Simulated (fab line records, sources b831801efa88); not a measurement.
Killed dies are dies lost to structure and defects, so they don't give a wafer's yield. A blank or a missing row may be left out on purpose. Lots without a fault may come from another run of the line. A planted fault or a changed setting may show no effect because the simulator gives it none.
Problem report in the 8D (eight disciplines) form, filled by code | flow sky130 | the parts of the form that need people (team, actions taken, sign-off) are left out

1. THE PROBLEM
exposure_dose_mJ_cm2 at SKY_SONOS_ONO_EXPOSE_10 reads a mean of 153.87 on 6 wafers of 2 lots; wafers without a fault read 151.75 with a standard deviation of 0.16. That is +13 standard deviations from the usual mean.
The step: exposes mask ONOM, target cd 410 nm.
First seen on wafer L282.1, day 14 20:39, on iline_stepper-02. The record holds 39 wafers of 13 lots with a number at this step. Rule for "out", or "out of limits": more than 4 standard deviations from the usual mean. The other wafers with a number count as sound.

2. WHAT IT IS AND WHAT IT IS NOT
question                    | is                     | is not
which readings at this step | exposure_dose_mJ_cm2   | -
which lots                  | L282, L287             | L275, L276, L277, L278, L289, L290, L291, L293, L296, L297, L298
which wafers of those lots  | all that have a number | -
read on which tools         | iline_stepper-02       | iline_stepper-01
when                        | from day 14 20:39      | up to then (12 sound wafers); but 21 sound wafers of L289, L290, L291, L293, L296, L297, L298 came after

3. SUSPECTS, AND WHAT RULES EACH OUT
Counting: a tool at a process step up to the reading stays a suspect if it ran every lot that is out and no sound lot after the first of them.
- iline_stepper-02 at SKY_SONOS_ONO_EXPOSE_10 (exposes mask ONOM, target cd 410 nm): kept. It ran every lot that is out, first L282 (day 14 20:39), and no sound lot after that; its last sound lot up to then is L277 (day 13 22:21). Its own readings are out on those wafers: exposure_dose_mJ_cm2.
Left after counting: iline_stepper-02 at SKY_SONOS_ONO_EXPOSE_10.

4. THE CAUSE (what the simulator had put in)
Process parameter drift: iline_stepper-02, from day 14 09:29 on, at SKY_SONOS_ONO_EXPOSE_10. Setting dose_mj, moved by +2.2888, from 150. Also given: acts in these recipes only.
Counting left only this tool.

5. THE CHAIN OF EFFECTS, in route order
Each row: a reading whose mean over the struck wafers that have a number lies more than 3 standard deviations from the usual. Only readings for which the record gives a usual standard deviation are gone through. hours: the time from each lot's start at the first step in this table that gives one to its start at this step, as a median over the lots. sigmas: the change in usual standard deviations.
hours | step                    | reading              | usual  | on struck wafers | change | sigmas
0     | SKY_SONOS_ONO_EXPOSE_10 | exposure_dose_mJ_cm2 | 151.75 | 153.87           | +2.12  | +13
The process steps in it:
- SKY_SONOS_ONO_EXPOSE_10: exposes mask ONOM, target cd 410 nm.
Later measuring or inspecting steps at which every struck wafer that the step has a row for has a number for every such reading, and none has moved that far: SKY_GATE_OXIDE_THK_MEAS_02.

6. WHAT WOULD HAVE CAUGHT IT SOONER
In this record the first reading out of limits was taken at day 14 20:39, 11 hours after the fault began at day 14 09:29.
